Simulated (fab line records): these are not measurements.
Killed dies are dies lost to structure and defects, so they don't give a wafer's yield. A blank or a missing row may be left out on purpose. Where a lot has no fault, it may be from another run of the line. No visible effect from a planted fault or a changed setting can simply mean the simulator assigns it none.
fab line records -- flow sky130
record: lots: 11, wafers: 33, lastDay: 49
route steps=708 shown NWELL@68 VT_ADJUST_NCORE@127 LDD_P@259 LDD_HVP@288 SPACER@306 PAD_OPEN@708
lots that met no fault: from a run of the same line without faults
startH: the number of hours between the record's first day and the start of the first shown wafer of the lot -- waitH: hours since the lot's step before -- " the same as in the row above -- L1.1+2: a single row standing in for several wafers -- - value missing, or start not given -- * or withheld: withheld -- < > ~ a bound
route shown NAME@n: names a module that has steps shown in the file, with the first one's number in the route -- usual: mean and standard deviation over wafers with no fault -- same: alike in all rows -- chamber/n: place in a boat -- sites: per-site readings -- _std_site: how widely they spread, as a standard deviation -- _edge_site: outer sites' mean less inner sites' -- radiusMm: how far each site lies from the wafer's centre -- mask NAME#n: copy n -- behind: the last tool/chamber to shape the wafer -- hold: why the lot was held/for how many hours/how that ended -- device: the n, p or np transistor that did not switch -- end of line: tests run on the same wafers once the route is complete -- a step with no rows: only its recipe -- killed: at the first sort, the dies lost to defects and structure; wafer yield is something else -- map: shows each die of a wafer: x if killed, . if not, _ if none is there
set.NAME: the setting that was run; set.NAME@STEP: the one run at that earlier step -- model.NAME: the simulator's own value behind a step, which no gauge read
a sample of lots followed through the steps of the route, with each step as a table and each wafer as a row
services: from which hour (startH, from the record's first day; less than 0 if before it) a tool's chamber was out of use, for how many hours, and why
== steps ==
step: SKY_NWELL_TW_MEAS_15
usual: NWELL_TW: 1819/26
lot.wafer,tool,chamber,startH,waitH,NWELL_TW
L608.2,filmMetro-04,-,84.23,0.1,1787
L608.3,filmMetro-04,-,84.23,0.1,1778
L608.6,filmMetro-04,-,84.23,0.1,1777
L609.1,filmMetro-03,-,88.72,0.1,1859
L609.3,filmMetro-03,-,88.72,0.1,1854
L609.4,filmMetro-03,-,88.72,0.1,1847
L610.2,filmMetro-04,-,94.53,0.1,1789
L610.3,filmMetro-04,-,94.53,0.1,1786
L610.6,filmMetro-04,-,94.53,0.1,1780
L611.3,filmMetro-04,-,100.69,0.1,1799
L611.4,filmMetro-04,-,100.69,0.1,1799
L611.6,filmMetro-04,-,100.69,0.1,1805
L612.1,filmMetro-04,-,109.22,0.1,1812
L612.4,filmMetro-04,-,109.22,0.1,1807
L612.5,filmMetro-04,-,109.22,0.1,1797
L615.1,filmMetro-04,-,134.17,0.1,1811
L615.4,filmMetro-04,-,134.17,0.1,1794
L615.5,filmMetro-04,-,134.17,0.1,1808
L616.2,filmMetro-03,-,136.43,0.1,1856
L616.4,filmMetro-03,-,136.43,0.1,1838
L616.6,filmMetro-03,-,136.43,0.1,1850
L620.1,filmMetro-04,-,160.27,0.1,1804
L620.2,filmMetro-04,-,160.27,0.1,1807
L620.6,filmMetro-04,-,160.27,0.1,1804
L622.1,filmMetro-04,-,168.37,0.1,1790
L622.3,filmMetro-04,-,168.37,0.1,1791
L622.6,filmMetro-04,-,168.37,0.1,1798
L623.3,filmMetro-02,-,172.34,0.1,1797
L623.4,filmMetro-02,-,172.34,0.1,1819
L623.6,filmMetro-02,-,172.34,0.1,1811
L628.1,filmMetro-02,-,206.87,0.1,1805
L628.2,filmMetro-02,-,206.87,0.1,1811
L628.6,filmMetro-02,-,206.87,0.1,1812
step: SKY_VT_ADJUST_NCORE_OVL_MEAS_08
usual: VT_ADJUST_NCORE_OVL: 0.3/1.3
lot.wafer,tool,chamber,startH,waitH,VT_ADJUST_NCORE_OVL[nm]
L608.2,overlay-02,-,177.61,0.1,1.9
L608.3,overlay-02,-,177.61,0.1,2.9
L608.6,overlay-02,-,177.61,0.1,1.8
L609.1,overlay-02,-,185.06,0.1,-1.9
L609.3,overlay-02,-,185.06,0.1,-1.6
L609.4,overlay-02,-,185.06,0.1,0.9
L610.2,overlay-02,-,189.46,0.1,-1.4
L610.3,overlay-02,-,189.46,0.1,-1.1
L610.6,overlay-02,-,189.46,0.1,-2.1
L611.3,overlay-01,-,198.17,0.1,-1.2
L611.4,overlay-01,-,198.17,0.1,-1.3
L611.6,overlay-01,-,198.17,0.1,-1.4
L612.1,overlay-02,-,209.15,0.1,0.0
L612.4,overlay-02,-,209.15,0.1,0.6
L612.5,overlay-02,-,209.15,0.1,-0.4
L615.1,overlay-01,-,238.26,0.1,-0.8
L615.4,overlay-01,-,238.26,0.1,-0.2
L615.5,overlay-01,-,238.26,0.1,0.5
L616.2,overlay-01,-,242.71,0.1,1.3
L616.4,overlay-01,-,242.71,0.1,1.7
L616.6,overlay-01,-,242.71,0.1,1.6
L620.1,overlay-02,-,270.11,0.1,0.8
L620.2,overlay-02,-,270.11,0.1,0.7
L620.6,overlay-02,-,270.11,0.1,1.0
L622.1,overlay-02,-,278.60,0.1,1.3
L622.3,overlay-02,-,278.60,0.1,-0.4
L622.6,overlay-02,-,278.60,0.1,2.4
L623.3,overlay-01,-,283.07,0.1,-0.4
L623.4,overlay-01,-,283.07,0.1,-0.1
L623.6,overlay-01,-,283.07,0.1,0.1
L628.1,overlay-01,-,327.26,0.1,0.2
L628.2,overlay-01,-,327.26,0.1,1.1
L628.6,overlay-01,-,327.26,0.1,2.5
step: SKY_LDD_P_EXPOSE_04
recipe: maskId: PSDM, na: 0.6, sourceShape: conventional, sigmaOuter: 0.6, polarization: unpolarized, targetCdNm: 380, doseMj: 138
same: sigmaOuter: 0.6
lot.wafer,tool,chamber,startH,waitH,mask
L608.2+3+6,ilineStepper-01,0,411.80,-,PSDM#0
L609.1+3+4,ilineStepper-02,0,422.56,-,PSDM#0
L610.2+3+6,ilineStepper-01,0,423.88,-,PSDM#0
L611.3+4+6,ilineStepper-02,0,442.80,-,PSDM#0
L612.1+4+5,ilineStepper-01,0,451.76,-,PSDM#0
L616.2+4+6,ilineStepper-01,0,506.35,-,PSDM#0
L615.1+4+5,ilineStepper-01,0,511.43,-,PSDM#0
L620.1+2+6,ilineStepper-01,0,529.49,-,PSDM#0
L622.1+3+6,ilineStepper-02,0,540.16,-,PSDM#0
L623.3+4+6,ilineStepper-01,0,546.30,-,HVPTM#0
L628.1+2+6,ilineStepper-02,0,593.06,-,PSDM#0
step: SKY_LDD_P_CD_MEAS_07
recipe: targetCdNm: 380
usual: cdNm: 378.9/2.3
lot.wafer,tool,chamber,startH,waitH,cdNm
L608.2,cdSem-02,-,426.56,0.1,379.1
L608.3,cdSem-02,-,426.56,0.1,377.9
L608.6,cdSem-02,-,426.56,0.1,378.6
L609.1,cdSem-01,-,436.73,0.1,373.6
L609.3,cdSem-01,-,436.73,0.1,373.3
L609.4,cdSem-01,-,436.73,0.1,374.7
L610.2,cdSem-02,-,438.45,0.1,376.9
L610.3,cdSem-02,-,438.45,0.1,375.7
L610.6,cdSem-02,-,438.45,0.1,377.8
L611.3,cdSem-01,-,458.03,0.1,378.8
L611.4,cdSem-01,-,458.03,0.1,381.5
L611.6,cdSem-01,-,458.03,0.1,379.5
L612.1,cdSem-01,-,467.24,0.1,381.1
L612.4,cdSem-01,-,467.24,0.1,381.6
L612.5,cdSem-01,-,467.24,0.1,381.4
L616.2,cdSem-01,-,520.50,0.1,374.8
L616.4,cdSem-01,-,520.50,0.1,378.1
L616.6,cdSem-01,-,520.50,0.1,376.9
L615.1,cdSem-02,-,526.79,0.1,373.4
L615.4,cdSem-02,-,526.79,0.1,375.7
L615.5,cdSem-02,-,526.79,0.1,375.6
L620.1,cdSem-02,-,544.23,0.1,380.6
L620.2,cdSem-02,-,544.23,0.1,379.4
L620.6,cdSem-02,-,544.23,0.1,381.4
L622.1,cdSem-02,-,554.78,0.1,381.4
L622.3,cdSem-02,-,554.78,0.1,379.6
L622.6,cdSem-02,-,554.78,0.1,378.4
L623.3,cdSem-01,-,561.37,0.1,-
L623.4,cdSem-01,-,561.37,0.1,-
L623.6,cdSem-01,-,561.37,0.1,-
L628.1,cdSem-02,-,606.55,0.2,380.1
L628.2,cdSem-02,-,606.55,0.2,381.2
L628.6,cdSem-02,-,606.55,0.2,380.6
step: SKY_LDD_P_TW_MEAS_11
usual: LDD_P_TW: 637/8.8
lot.wafer,tool,chamber,startH,waitH,LDD_P_TW
L608.2,filmMetro-02,-,426.98,0.1,632
L608.3,filmMetro-02,-,426.98,0.1,635
L608.6,filmMetro-02,-,426.98,0.1,632
L609.1,filmMetro-04,-,437.14,0.1,632
L609.3,filmMetro-04,-,437.14,0.1,631
L609.4,filmMetro-04,-,437.14,0.1,634
L610.2,filmMetro-03,-,438.85,0.1,649
L610.3,filmMetro-03,-,438.85,0.1,651
L610.6,filmMetro-03,-,438.85,0.1,651
L611.3,filmMetro-03,-,458.41,0.1,647
L611.4,filmMetro-03,-,458.41,0.1,647
L611.6,filmMetro-03,-,458.41,0.1,650
L612.1,filmMetro-04,-,467.64,0.1,626
L612.4,filmMetro-04,-,467.64,0.1,634
L612.5,filmMetro-04,-,467.64,0.1,635
L616.2,filmMetro-04,-,520.90,0.1,629
L616.4,filmMetro-04,-,520.90,0.1,628
L616.6,filmMetro-04,-,520.90,0.1,624
L615.1,filmMetro-04,-,527.19,0.1,626
L615.4,filmMetro-04,-,527.19,0.1,632
L615.5,filmMetro-04,-,527.19,0.1,630
L620.1,filmMetro-04,-,544.64,0.1,634
L620.2,filmMetro-04,-,544.64,0.1,627
L620.6,filmMetro-04,-,544.64,0.1,631
L622.1,filmMetro-04,-,555.19,0.1,627
L622.3,filmMetro-04,-,555.19,0.1,625
L622.6,filmMetro-04,-,555.19,0.1,628
L623.3,filmMetro-04,-,561.76,0.1,30
L623.4,filmMetro-04,-,561.76,0.1,29
L623.6,filmMetro-04,-,561.76,0.1,30
L628.1,filmMetro-03,-,606.96,0.1,650
L628.2,filmMetro-03,-,606.96,0.1,650
L628.6,filmMetro-03,-,606.96,0.1,651
step: SKY_LDD_HVP_TW_MEAS_10
usual: LDD_HVP_TW: 459/5.2
lot.wafer,tool,chamber,startH,waitH,LDD_HVP_TW
L608.2,filmMetro-04,-,488.93,0.1,453
L608.3,filmMetro-04,-,488.93,0.1,453
L608.6,filmMetro-04,-,488.93,0.1,453
L609.1,filmMetro-01,-,499.32,0.1,458
L609.3,filmMetro-01,-,499.32,0.1,458
L609.4,filmMetro-01,-,499.32,0.1,459
L610.2,filmMetro-04,-,499.68,0.1,457
L610.3,filmMetro-04,-,499.68,0.1,454
L610.6,filmMetro-04,-,499.68,0.1,451
L611.3,filmMetro-01,-,519.84,0.1,456
L611.4,filmMetro-01,-,519.84,0.1,456
L611.6,filmMetro-01,-,519.84,0.1,458
L612.1,filmMetro-01,-,528.57,0.1,455
L612.4,filmMetro-01,-,528.57,0.1,459
L612.5,filmMetro-01,-,528.57,0.1,458
L616.2,filmMetro-03,-,580.58,0.1,466
L616.4,filmMetro-03,-,580.58,0.1,466
L616.6,filmMetro-03,-,580.58,0.1,462
L615.1,filmMetro-04,-,586.87,0.1,453
L615.4,filmMetro-04,-,586.87,0.1,451
L615.5,filmMetro-04,-,586.87,0.1,456
L620.1,filmMetro-03,-,603.92,0.1,466
L620.2,filmMetro-03,-,603.92,0.1,470
L620.6,filmMetro-03,-,603.92,0.1,470
L622.1,filmMetro-04,-,613.87,0.1,461
L622.3,filmMetro-04,-,613.87,0.1,458
L622.6,filmMetro-04,-,613.87,0.1,458
L623.3,filmMetro-01,-,620.04,0.1,701
L623.4,filmMetro-01,-,620.04,0.1,700
L623.6,filmMetro-01,-,620.04,0.1,701
L628.1,filmMetro-01,-,664.37,0.1,456
L628.2,filmMetro-01,-,664.37,0.1,461
L628.6,filmMetro-01,-,664.37,0.1,458
step: SKY_SPACER_ETCHBACK_02
recipe: chemistry: CH3F/O2, target: Si3N4, stopOn: SiO2, sourceW: 400, biasW: 80, pressureMtorr: 25, ch3fFlowSccm: 40, O2_flow_sccm: 30, timeS: 46.7, targetDepthA: 450
usual: biasW: 79.98/0.23, drypumpMotorCurrentA: 5.6/0.49, oesProductAu: 0.856/0.0065, throttleValvePct: 10.564/0.0082
lot.wafer,tool,chamber,startH,waitH,biasW,drypumpMotorCurrentA,oesProductAu,rfHoursCounterH,throttleValvePct
L608.2,rieDiel-03,1,522.85,0.0,80.20,5.1,0.847,4,10.561
L608.3,rieDiel-03,0,522.85,0.0,79.77,5.3,0.852,0,10.551
L608.6,rieDiel-03,2,522.85,0.0,80.16,5.8,0.848,-,10.563
L609.1,rieDiel-04,1,535.83,0.1,80.13,6.2,0.858,64,10.558
L609.3,rieDiel-04,3,535.83,0.1,79.92,5.9,0.866,48,10.563
L609.4,rieDiel-04,2,535.83,0.1,79.82,6.5,0.868,6,10.558
L610.2,rieDiel-01,2,535.83,0.0,79.71,5.8,0.851,6,10.568
L610.3,rieDiel-01,3,535.83,0.0,79.98,5.4,0.854,59,10.554
L610.6,rieDiel-01,0,535.83,0.0,80.03,4.9,0.853,-,10.577
L611.3,rieDiel-04,3,551.15,0.0,79.78,5.8,0.857,48,10.559
L611.4,rieDiel-04,0,551.15,0.0,79.70,6.2,0.859,6,10.557
L611.6,rieDiel-04,1,551.15,0.0,79.94,6.2,0.853,-,10.569
L612.1,rieDiel-03,1,560.35,0.1,79.68,5.1,0.865,5,10.556
L612.4,rieDiel-03,1,560.35,0.1,80.04,5.1,0.864,-,10.558
L612.5,rieDiel-03,2,560.35,0.1,80.10,5.8,0.863,-,10.568
L616.2,rieDiel-03,1,611.09,0.0,80.21,5.1,0.854,6,10.575
L616.4,rieDiel-03,3,611.09,0.0,80.02,5.1,0.853,10,10.558
L616.6,rieDiel-03,1,611.09,0.0,80.15,5.1,0.856,-,10.556
L615.1,rieDiel-04,1,619.52,0.1,79.59,6.2,0.860,65,10.570
L615.4,rieDiel-04,3,619.52,0.1,79.98,5.9,0.863,50,10.567
L615.5,rieDiel-04,3,619.52,0.1,79.75,5.9,0.862,-,10.576
L620.1,rieDiel-01,2,636.48,0.1,80.22,5.8,0.863,8,10.573
L620.2,rieDiel-01,0,636.48,0.1,79.81,4.8,0.843,58,10.568
L620.6,rieDiel-01,2,636.48,0.1,80.03,5.8,0.854,-,10.561
L622.1,rieDiel-01,1,647.74,0.1,80.29,6.1,0.852,55,10.561
L622.3,rieDiel-01,2,647.74,0.1,80.11,5.8,0.845,8,10.567
L622.6,rieDiel-01,3,647.74,0.1,79.84,5.4,0.854,-,10.558
L623.3,rieDiel-01,2,651.79,0.0,79.71,5.8,0.860,8,10.571
L623.4,rieDiel-01,0,651.79,0.0,80.10,4.8,0.858,-,10.563
L623.6,rieDiel-01,2,651.79,0.0,79.60,5.8,0.861,-,10.568
L628.1,rieDiel-04,0,693.94,0.1,80.20,6.3,0.844,9,10.567
L628.2,rieDiel-04,3,693.94,0.1,79.92,5.9,0.855,51,10.570
L628.6,rieDiel-04,2,693.94,0.1,79.77,6.5,0.861,-,10.562
step: SKY_PAD_OPEN_PROBE_99
usual: killed_at_M0_to_M3: 44/6.6, killed_at_M4_up: 2.9/1.8, killedAtContacts: 24/4.8, killedAtFrontEnd: 15/4.5, killedAtOther: 0.3/0.64, killedDies: 86/8.7, killedOnRim: 17/3.8, killedOpen: 47/6.5, killedShort: 39/5.8
same: grossDies: 492, killedAtBackSide: 0
lot.wafer,tool,chamber,startH,waitH,killed_at_M0_to_M3,killed_at_M4_up,killedAtContacts,killedAtFrontEnd,killedAtOther,killedDies,killedOnRim,killedOpen,killedShort
L620.1,prober-01,-,1145.64,0.1,52,3,22,13,0,90,14,47,43
L620.2,prober-01,-,1145.69,0.1,43,6,21,9,0,79,19,40,38
L620.6,prober-01,-,1145.89,0.2,47,2,28,14,1,92,19,45,47
L623.3,prober-02,-,1159.67,0.2,35,0,27,430,0,492,96,41,35
L623.4,prober-02,-,1159.72,0.2,44,2,23,422,1,492,96,48,35
L623.6,prober-02,-,1159.82,0.2,52,4,26,410,0,492,96,52,41
killed by level:class
L620.1 VIA1:geometricParticle:open=10 VIA3:geometricParticle:open=10 VIA2:geometricParticle:open=9 CONTACT:geometricParticle:open=7 METAL2:geometricParticle:short=7 FIELD_ISO:geometricParticle:short=6 CONTACT:geometricParticle:short=6 METAL1:geometricParticle:short=5
L620.2 VIA1:geometricParticle:open=9 CONTACT:geometricParticle:open=8 METAL1:geometricParticle:short=7 VIA1:geometricParticle:short=5 VIA3:geometricParticle:open=5 LI_CONTACT:geometricParticle:short=4 LOCAL_INTERCONNECT:geometricParticle:short=4 VIA2:geometricParticle:open=4
L620.6 VIA1:geometricParticle:open=12 CONTACT:geometricParticle:open=8 METAL1:geometricParticle:short=8 METAL2:geometricParticle:short=7 CONTACT:geometricParticle:short=7 LOCAL_INTERCONNECT:geometricParticle:short=7 LI_CONTACT:geometricParticle:open=5 VIA2:geometricParticle:open=5
L623.3 LDD_P:areaExpose=416 LI_CONTACT:geometricParticle:open=8 CONTACT:geometricParticle:open=7 VIA2:geometricParticle:open=6 METAL1:geometricParticle:short=5 VIA1:geometricParticle:open=5 FIELD_ISO:geometricParticle:open=4 LI_CONTACT:geometricParticle:short=4
L623.4 LDD_P:areaExpose=409 VIA1:geometricParticle:open=15 CONTACT:geometricParticle:open=10 LI_CONTACT:geometricParticle:short=7 METAL2:geometricParticle:short=7 VIA1:geometricParticle:short=4 METAL2:geometricParticle:open=4 VIA2:geometricParticle:open=4
L623.6 LDD_P:areaExpose=399 VIA1:geometricParticle:open=14 LI_CONTACT:geometricParticle:open=9 VIA3:geometricParticle:open=9 CONTACT:geometricParticle:open=6 VIA1:geometricParticle:short=6 VIA2:geometricParticle:open=6 POLY_GATE:geometricParticle:short=5
== services ==
tool,chamber,startH,hours,kind
rieDiel-04,-,399.06,1.2,repair
ilineStepper-02,-,431.79,4.4,pm
rieDiel-03,2,447.70,8.0,repair
ilineStepper-01,-,456.28,1.7,pm
ilineStepper-01,0,470.50,-,calibration
ilineStepper-02,-,485.49,1.7,pm
ilineStepper-02,-,491.99,4.2,repair
rieDiel-01,2,501.53,8.5,repair
rieDiel-01,3,504.86,29.7,repair
rieDiel-04,2,510.06,4.3,repair
ilineStepper-02,0,539.12,-,calibration
rieDiel-04,-,547.63,1.2,repair
rieDiel-03,0,549.48,17.1,repair
rieDiel-04,0,558.21,7.0,repair
rieDiel-04,-,565.37,0.1,repair
rieDiel-01,3,594.96,3.4,repair
rieDiel-03,2,595.19,2.4,repair
rieDiel-01,-,600.09,14.6,pm
rieDiel-03,-,622.77,0.5,repair
rieDiel-04,1,627.33,-,clean
rieDiel-01,1,673.63,2.5,repair
ilineStepper-01,-,674.46,1.7,pm
rieDiel-03,-,676.75,1.1,repair
ilineStepper-01,0,685.73,-,calibration
== key ==
firstSign: step: SKY_LDD_P_EXPOSE_04, reading: mask, direction: changed
effect: step: SKY_LDD_P_CD_MEAS_07, reading: cdNm, direction: missing
effect: step: SKY_LDD_P_TW_MEAS_11, reading: LDD_P_TW, direction: down, sigmas: 69, usual: 637, struck: 29
effect: step: SKY_LDD_HVP_TW_MEAS_10, reading: LDD_HVP_TW, direction: up, sigmas: 47, usual: 459, struck: 701
effect: step: SKY_PAD_OPEN_PROBE_99, reading: killedAtFrontEnd, direction: up, sigmas: 91, usual: 15, struck: 421
moreKillsBornAt: SKY_LDD_P_EXPOSE_04@ilineStepper-01: 1224
metAt SKY_LDD_P_EXPOSE_04
struckLots L623
testerLeftOut L623
notActingAt SKY_NWELL_TW_MEAS_15,SKY_VT_ADJUST_NCORE_OVL_MEAS_08,SKY_SPACER_ETCHBACK_02
onsetBetween 529.49 546.30
fault: kind: wrongMask, tool: any, chamber: -, onsetH: 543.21, steps: SKY_LDD_P_EXPOSE_04, auxCopy: HVPTM#0, scope: struckLotsOnly
testerLeftOut: of these lots the tester's yield and bins aren't shown, on N5 and GAA mostly nor the transistor test; their killed dies are dies lost to structure and defects alone, not to doping, threshold or leakage, so they don't give the yield
